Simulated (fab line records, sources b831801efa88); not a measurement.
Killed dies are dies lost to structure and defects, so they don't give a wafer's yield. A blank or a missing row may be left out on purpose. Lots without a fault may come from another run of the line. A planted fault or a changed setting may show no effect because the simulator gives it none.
A struck lot beside a sound one | flow sky130 | 14 steps out of a route of 708
Sound: wafers L385.4, L385.5, L385.6. Struck: wafers L388.3, L388.4, L388.6. The cause comes at the end.
At each step with rows: each side's tool, then ch and its chambers, then its first start. Under that, the readings that differ: sound wafers | struck wafers | difference of the means | sigmas: that difference in standard deviations of wafers without a fault.
alike: readings whose means differ by less than 2 such deviations, and words and numbers that are the same on both sides. not compared: withheld readings, readings that some wafer has no value for, bounds like >300 that may hide the same value, and numbers for which the record gives no deviation and whose values overlap.
The two part at a step that has a row with sigmas, a row that says differs or no value, or rows on one side only. Numbers that don't overlap but have no deviation are shown without sigmas and don't part them. A reading that every wafer of one side lacks parts them only if that side has two wafers or more.

first, 1 step without rows for these wafers: SKY_SONOS_ONO_OXIDATION_00 (stabilise 600 s, purge 300 s, target thk 2.6 nm).
SKY_SONOS_ONO_THK_MEAS_01:
  sound on film_metro-04, day 11 18:50; struck on film_metro-02, day 12 20:30
  alike: SONOS_ONO_OXIDATION_THK
then, 1 step without rows for these wafers: SKY_SONOS_ONO_CVD_02 (deposits Si3N4 from DCS/NH3, target thk 10.5 nm, time 180 s).
SKY_SONOS_ONO_THK_MEAS_03:
  sound on film_metro-04, day 11 20:29; struck on film_metro-02, day 12 21:37
  alike: SONOS_ONO_CVD_02_THK
then, 1 step without rows for these wafers: SKY_SONOS_ONO_CVD_04 (deposits SiO2 from SiH4/N2O, target thk 5.7199 nm).
SKY_SONOS_ONO_THK_MEAS_05:
  sound on film_metro-01, day 11 21:48; struck on film_metro-02, day 12 22:55
  alike: SONOS_ONO_CVD_04_THK
then, 6 steps without rows for these wafers: SKY_SONOS_ONO_DEHYDRATE_06 (time 60 s); SKY_SONOS_ONO_HMDS_07 (prime time 60 s); SKY_SONOS_ONO_COAT_08 (resist thk 1140 nm); SKY_SONOS_ONO_SOFTBAKE_09 (time 60 s); SKY_SONOS_ONO_EXPOSE_10 (exposes mask ONOM, target cd 410 nm); SKY_SONOS_ONO_PEB_11.
SKY_SONOS_ONO_DEVELOP_12: develop time 60 s.
  sound on litho_track-01 ch 0, day 12 21:50; struck on litho_track-03, day 14 00:16
  no value came back on the struck wafers for chill_plate_temp_C (C), develop_time_s (s), exhaust_pa (Pa), resist_line_temp_C (C); on the sound wafers chill_plate_temp_C (C) reads 22.90 22.96 22.98
SKY_SONOS_ONO_CD_MEAS_13: target cd 410 nm.
  sound on cd_sem-02, day 12 21:58; struck on cd_sem-02, day 14 00:24
  reading    | sound             | struck | difference                    | sigmas
  cd_nm (nm) | 409.0 410.8 410.0 | - - -  | no value on the struck wafers |

WHERE THEY PART
First at SKY_SONOS_ONO_DEVELOP_12; last, within this record, at SKY_SONOS_ONO_CD_MEAS_13.

WHY: what the simulator had put in
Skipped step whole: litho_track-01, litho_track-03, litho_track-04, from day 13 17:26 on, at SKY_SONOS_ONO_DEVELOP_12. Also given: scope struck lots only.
